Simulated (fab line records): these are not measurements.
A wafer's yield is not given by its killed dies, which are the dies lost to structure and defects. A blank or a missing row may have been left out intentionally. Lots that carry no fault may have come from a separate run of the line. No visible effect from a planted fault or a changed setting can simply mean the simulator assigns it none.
fab line records	flow sky130
[record] lots = 11	wafers = 33	lastDay = 49
route steps=708 shown SPACER@304 LOCAL_INTERCONNECT@389 METAL1@438 VIA2@528
lots that met no fault: taken from a fault-free run of the same line
startH: hours from the record's opening day to when the first of the lot's shown wafers began	waitH: how many hours have passed since the lot's step before this one	" repeats the value in the row above	L1.1+2: a single row standing in for several wafers	- no value present, or no start provided	* or withheld: withheld	< > ~ a bound
route shown NAME@n: NAME is a module with steps in the file, n the number in the route of the first one	usual: mean/standard deviation taken from wafers without a fault	same: alike in all rows	chamber/n: place in a boat	sites: readings site by site	_std_site: their standard deviation	_edge_site: mean of outer sites minus mean of inner sites	radiusMm: for every site, how far away it sits from the centre of the wafer	mask NAME#n: copy n	behind: tool/chamber where the wafer was last shaped	hold: why the lot went on hold/how many hours it stayed there/how the hold came to an end	device: which transistor (n, p or np) failed to switch	end of line: tests of these same wafers at the route's end	step lacking rows: just its recipe	killed: at the first sort, the dies lost to defects and structure; wafer yield is something else	map: a wafer's dies, x killed, . not, _ none there
set.NAME: setting as actually run; set.NAME@STEP: the setting as run at that earlier step	model.NAME: the simulator's own value behind a step, which no gauge read
one table for each step of the route and one row for each wafer, over a sample of lots
services: when a tool's chamber went out of use (startH, in hours from the record's first day, below 0 if earlier), for how many hours, and the reason
[[steps]]
[step SKY_SPACER_CVD_00]
[recipe] material = Si3N4	precursor = DCS/NH3	targetThkNm = 43.1	tempC = 770	timeS = 740	pressureMtorr = 250
[usual] zonePowerLowerPct = 13.3/0.56
lot.wafer	tool	chamber	startH	waitH	zonePowerLowerPct
L498.2	lpcvd-02	0	526.43	0.4	14.0
L498.5	"	0	"	"	13.9
L498.6	"	0	"	"	13.6
L499.3	lpcvd-02	0	544.40	0.0	13.8
L499.5	"	0	"	"	13.7
L499.6	"	0	"	"	13.9
L500.2	lpcvd-02	1	548.75	0.0	12.8
L500.3	"	1	"	"	12.7
L500.5	"	1	"	"	12.4
L501.2	lpcvd-02	0	556.39	1.2	13.9
L501.3	"	0	"	"	13.8
L501.4	"	0	"	"	13.7
L502.2	lpcvd-02	1	562.85	0.0	12.7
L502.4	"	1	"	"	12.7
L502.6	"	1	"	"	12.6
L503.1	lpcvd-02	1	573.30	0.0	12.7
L503.3	"	1	"	"	12.6
L503.6	"	1	"	"	12.6
L504.1	lpcvd-02	0	583.26	1.4	13.9
L504.2	"	0	"	"	13.8
L504.4	"	0	"	"	13.6
L505.1	lpcvd-02	0	588.30	0.0	14.0
L505.2	"	0	"	"	13.8
L505.5	"	0	"	"	13.7
L511.1	lpcvd-02	0	647.61	0.3	13.7
L511.5	"	0	"	"	13.7
L511.6	"	0	"	"	13.5
L513.2	lpcvd-02	1	665.88	2.2	12.5
L513.3	"	1	"	"	12.8
L513.4	"	1	"	"	12.8
L514.1	lpcvd-02	0	670.03	0.1	13.8
L514.4	"	0	"	"	13.8
L514.6	"	0	"	"	13.6
[step SKY_SPACER_THK_MEAS_01]
[recipe] reads = Si3N4_of_SPACER_CVD_00
[usual] SPACER_CVD_00_THK = 43.0/0.36
lot.wafer	tool	chamber	startH	waitH	SPACER_CVD_00_THK[nm]
L498.2	filmMetro-02	-	527.64	0.0	43.2
L498.5	"	-	"	"	43.0
L498.6	"	-	"	"	43.2
L499.3	filmMetro-02	-	545.63	0.0	43.2
L499.5	"	-	"	"	43.1
L499.6	"	-	"	"	43.2
L500.2	filmMetro-04	-	549.97	0.0	42.8
L500.3	"	-	"	"	43.1
L500.5	"	-	"	"	42.7
L501.2	filmMetro-02	-	557.60	0.0	42.8
L501.3	"	-	"	"	42.7
L501.4	"	-	"	"	42.7
L502.2	filmMetro-03	-	564.07	0.0	42.5
L502.4	"	-	"	"	42.4
L502.6	"	-	"	"	42.6
L503.1	filmMetro-04	-	574.51	0.0	43.2
L503.3	"	-	"	"	42.9
L503.6	"	-	"	"	43.4
L504.1	filmMetro-04	-	585.06	0.0	43.3
L504.2	"	-	"	"	43.5
L504.4	"	-	"	"	43.3
L505.1	filmMetro-03	-	589.51	0.0	43.1
L505.2	"	-	"	"	43.4
L505.5	"	-	"	"	43.2
L511.1	filmMetro-03	-	648.82	0.0	42.9
L511.5	"	-	"	"	43.0
L511.6	"	-	"	"	43.2
L513.2	filmMetro-02	-	667.09	0.0	27.1
L513.3	"	-	"	"	27.4
L513.4	"	-	"	"	26.9
L514.1	filmMetro-02	-	671.24	0.0	27.1
L514.4	"	-	"	"	27.3
L514.6	"	-	"	"	26.9
[step SKY_SPACER_ETCHBACK_02]
[recipe] chemistry = CH3F/O2	target = Si3N4	stopOn = SiO2	sourceW = 400	biasW = 80	pressureMtorr = 25	ch3fFlowSccm = 40	O2_flow_sccm = 30	timeS = 46.7	targetDepthA = 450
[usual] drypumpMotorCurrentA = 5.8/0.57	oesProductAu = 0.853/0.0063	throttleValvePct = 10.561/0.0091
lot.wafer	tool	chamber	startH	waitH	drypumpMotorCurrentA	oesProductAu	rfHoursCounterH	throttleValvePct
L498.2	rieDiel-03	0	527.69	0.0	6.6	0.858	39	10.557
L498.5	"	0	"	"	6.6	0.863	-	10.542
L498.6	"	1	"	"	5.7	0.854	-	10.563
L499.3	rieDiel-01	1	545.67	0.0	5.9	0.850	1	10.565
L499.5	"	1	"	"	5.9	0.858	-	10.554
L499.6	"	2	"	"	5.1	0.849	-	10.558
L500.2	rieDiel-03	3	550.02	0.0	4.6	0.849	20	10.572
L500.3	"	1	"	"	5.8	0.850	4	10.567
L500.5	"	2	"	"	5.1	0.847	-	10.565
L501.2	rieDiel-03	2	557.65	0.0	5.1	0.851	10	10.569
L501.3	"	0	"	"	6.5	0.856	40	10.553
L501.4	"	1	"	"	5.8	0.848	-	10.557
L502.2	rieDiel-01	1	564.12	0.0	5.9	0.846	1	10.574
L502.4	"	2	"	"	5.1	0.849	18	10.582
L502.6	"	2	"	"	5.1	0.843	-	10.550
L503.1	rieDiel-01	0	574.57	0.1	6.6	0.854	5	10.569
L503.3	"	1	"	"	5.9	0.857	1	10.563
L503.6	"	1	"	"	5.9	0.862	-	10.565
L504.1	rieDiel-02	2	585.12	0.1	5.7	0.871	1	10.560
L504.2	"	3	"	"	6.0	0.855	36	10.569
L504.4	"	1	"	"	5.8	0.862	30	10.548
L505.1	rieDiel-01	1	589.57	0.1	5.9	0.849	2	10.555
L505.2	"	3	"	"	5.7	0.855	18	10.570
L505.5	"	0	"	"	6.6	0.854	-	10.564
L511.1	rieDiel-02	1	648.88	0.1	5.9	0.854	31	10.575
L511.5	"	2	"	"	5.7	0.859	-	10.566
L511.6	"	1	"	"	5.9	0.856	-	10.562
L513.2	rieDiel-03	1	667.14	0.0	5.7	0.685	7	10.534
L513.3	"	0	"	"	6.5	0.679	42	10.525
L513.4	"	3	"	"	4.6	0.676	21	10.528
L514.1	rieDiel-03	0	671.30	0.1	6.6	0.673	43	10.547
L514.4	"	3	"	"	4.6	0.670	21	10.524
L514.6	"	3	"	"	4.6	0.681	-	10.555
[step SKY_LOCAL_INTERCONNECT_THK_MEAS_02]
[recipe] thkMeasGauge = xrf	reads = TiN_of_LOCAL_INTERCONNECT_SPUTTER_00
[usual] LOCAL_INTERCONNECT_TIN_THK = 99.3/0.91
lot.wafer	tool	chamber	startH	waitH	LOCAL_INTERCONNECT_TIN_THK[nm]
L498.2	filmMetro-02	-	676.38	0.1	98.9
L498.5	"	-	"	"	99.3
L498.6	"	-	"	"	98.9
L499.3	filmMetro-03	-	694.72	0.1	97.8
L499.5	"	-	"	"	101.0
L499.6	"	-	"	"	100.0
L500.2	filmMetro-02	-	698.62	0.1	99.0
L500.3	"	-	"	"	99.4
L500.5	"	-	"	"	98.6
L501.2	filmMetro-01	-	704.03	0.1	99.6
L501.3	"	-	"	"	99.3
L501.4	"	-	"	"	99.6
L502.2	filmMetro-01	-	710.85	0.1	98.9
L502.4	"	-	"	"	98.8
L502.6	"	-	"	"	99.0
L503.1	filmMetro-01	-	721.86	0.1	98.9
L503.3	"	-	"	"	99.5
L503.6	"	-	"	"	99.2
L504.1	filmMetro-02	-	730.01	0.1	99.1
L504.2	"	-	"	"	99.7
L504.4	"	-	"	"	97.2
L505.1	filmMetro-01	-	735.24	0.1	98.5
L505.2	"	-	"	"	99.1
L505.5	"	-	"	"	98.6
L511.1	filmMetro-03	-	789.97	0.1	100.0
L511.5	"	-	"	"	100.0
L511.6	"	-	"	"	100.7
L513.2	filmMetro-02	-	807.72	0.1	100.9
L513.3	"	-	"	"	101.5
L513.4	"	-	"	"	100.2
L514.1	filmMetro-01	-	810.81	0.1	99.3
L514.4	"	-	"	"	98.6
L514.6	"	-	"	"	100.1
[step SKY_METAL1_SPUTTER_04]
[recipe] material = TiN	targetThkNm = 70	powerW = 6500	timeS = 58.3	chamberPressurePa = 0.4
[usual] throttleValvePct = 29.8/0.93
lot.wafer	tool	chamber	startH	waitH	throttleValvePct
L498.2	pvdSputter-03	-	735.31	0.0	30.7
L498.5	"	-	"	"	30.1
L498.6	"	-	"	"	30.6
L499.3	pvdSputter-01	-	753.71	0.0	28.2
L499.5	"	-	"	"	30.0
L499.6	"	-	"	"	30.4
L500.2	pvdSputter-03	-	757.11	0.0	30.4
L500.3	"	-	"	"	30.6
L500.5	"	-	"	"	30.3
L501.2	pvdSputter-03	-	761.86	0.0	30.5
L501.3	"	-	"	"	30.5
L501.4	"	-	"	"	30.1
L502.2	pvdSputter-01	-	768.08	0.0	30.3
L502.4	"	-	"	"	29.9
L502.6	"	-	"	"	30.2
L503.1	pvdSputter-02	-	779.73	0.0	28.2
L503.3	"	-	"	"	27.7
L503.6	"	-	"	"	30.3
L504.1	pvdSputter-01	-	787.23	0.0	29.7
L504.2	"	-	"	"	28.3
L504.4	"	-	"	"	29.9
L505.1	pvdSputter-01	-	792.07	0.0	29.8
L505.2	"	-	"	"	28.2
L505.5	"	-	"	"	29.9
L511.1	pvdSputter-01	-	847.13	0.0	28.1
L511.5	"	-	"	"	30.1
L511.6	"	-	"	"	30.1
L513.2	pvdSputter-01	-	862.64	0.0	30.2
L513.3	"	-	"	"	29.5
L513.4	"	-	"	"	29.9
L514.1	pvdSputter-01	-	866.66	0.0	29.9
L514.4	"	-	"	"	28.4
L514.6	"	-	"	"	29.9
[step SKY_VIA2_CVD_21]
[recipe] material = W	targetThkNm = 420	timeS = 126.4	tempC = 400	pressureTorr = 40
[usual] heaterPowerW = 892/61
lot.wafer	tool	chamber	startH	waitH	heaterPowerW	sinceWetCleanH
L498.2	cvdW-02	1	848.42	0.0	901	944
L498.5	"	1	"	"	879	-
L498.6	"	0	"	"	958	-
L499.3	cvdW-02	0	865.20	0.1	975	-
L499.5	"	1	"	"	904	-
L499.6	"	0	"	"	949	-
L500.2	cvdW-02	1	868.36	0.0	896	964
L500.3	"	1	"	"	870	-
L500.5	"	1	"	"	882	-
L501.2	cvdW-01	1	874.24	0.0	974	470
L501.3	"	1	"	"	961	-
L501.4	"	0	"	"	806	-
L502.2	cvdW-02	0	878.45	0.0	959	974
L502.4	"	0	"	"	952	-
L502.6	"	1	"	"	884	-
L503.1	cvdW-02	1	890.71	0.0	883	987
L503.3	"	0	"	"	945	-
L503.6	"	0	"	"	936	-
L504.1	cvdW-02	0	897.84	0.0	969	994
L504.2	"	1	"	"	900	994
L504.4	"	0	"	"	972	-
L505.1	cvdW-01	1	903.13	0.0	940	499
L505.2	"	0	"	"	806	499
L505.5	"	0	"	"	806	-
L511.1	cvdW-02	1	955.52	0.0	824	38
L511.5	"	0	"	"	900	-
L511.6	"	1	"	"	827	-
L513.2	cvdW-02	0	968.34	0.0	927	50
L513.3	"	1	"	"	838	-
L513.4	"	0	"	"	875	-
L514.1	cvdW-02	1	973.22	0.0	849	55
L514.4	"	1	"	"	841	-
L514.6	"	1	"	"	827	-
[[services]]
tool	chamber	startH	hours	kind
rieDiel-03	-	515.24	2.8	pm
cvdW-02	1	521.45	5.3	repair
cvdW-01	1	526.68	3.1	repair
rieDiel-03	3	553.48	54.2	repair
pvdSputter-01	-	565.20	1.3	repair
cvdW-01	0	574.45	1.2	repair
rieDiel-03	0	594.94	2.6	repair
cvdW-02	0	603.69	9.2	repair
cvdW-02	-	634.06	1.4	repair
pvdSputter-01	-	725.85	3.6	repair
rieDiel-03	2	743.35	11.7	repair
pvdSputter-01	-	755.98	2.7	repair
cvdW-02	-	773.42	6.9	pm
rieDiel-01	3	820.58	2.0	repair
rieDiel-03	3	826.75	6.9	repair
pvdSputter-03	-	833.20	2.4	repair
cvdW-02	0	846.11	1.4	repair
rieDiel-03	1	894.74	1.9	repair
cvdW-02	-	904.00	14.0	pm
rieDiel-03	1	909.95	8.0	repair
lpcvd-02	-	931.60	2.8	pm
pvdSputter-01	-	938.20	8.3	repair
rieDiel-01	-	940.42	0.6	repair
rieDiel-01	0	949.26	4.1	repair
[[key]]
[firstSign] step = SKY_SPACER_THK_MEAS_01	reading = SPACER_CVD_00_THK	direction = down	sigmas = 44	usual = 43.0	struck = 27.1
[effect] step = SKY_SPACER_ETCHBACK_02	reading = oesProductAu	direction = down	sigmas = 28	usual = 0.853	struck = 0.677
metAt SKY_SPACER_CVD_00
struckLots L513,L514
testerLeftOut L513,L514
notActingAt SKY_LOCAL_INTERCONNECT_THK_MEAS_02,SKY_METAL1_SPUTTER_04,SKY_VIA2_CVD_21
onsetBetween 647.61 665.88
alsoFits time
[fault] kind = processParameterDrift	tool = lpcvd-02	chamber = -	onsetH = 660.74	steps = SKY_SPACER_CVD_00	channel = targetThkNm	offset = -15.541	shape = step	endH = 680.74	actsIn = theseRecipesOnly	stated = 43.1
// testerLeftOut: of these lots the tester's yield and bins aren't shown, on N5 and GAA mostly nor the transistor test; their killed dies are dies lost to structure and defects alone, not to doping, threshold or leakage, so they don't give the yield
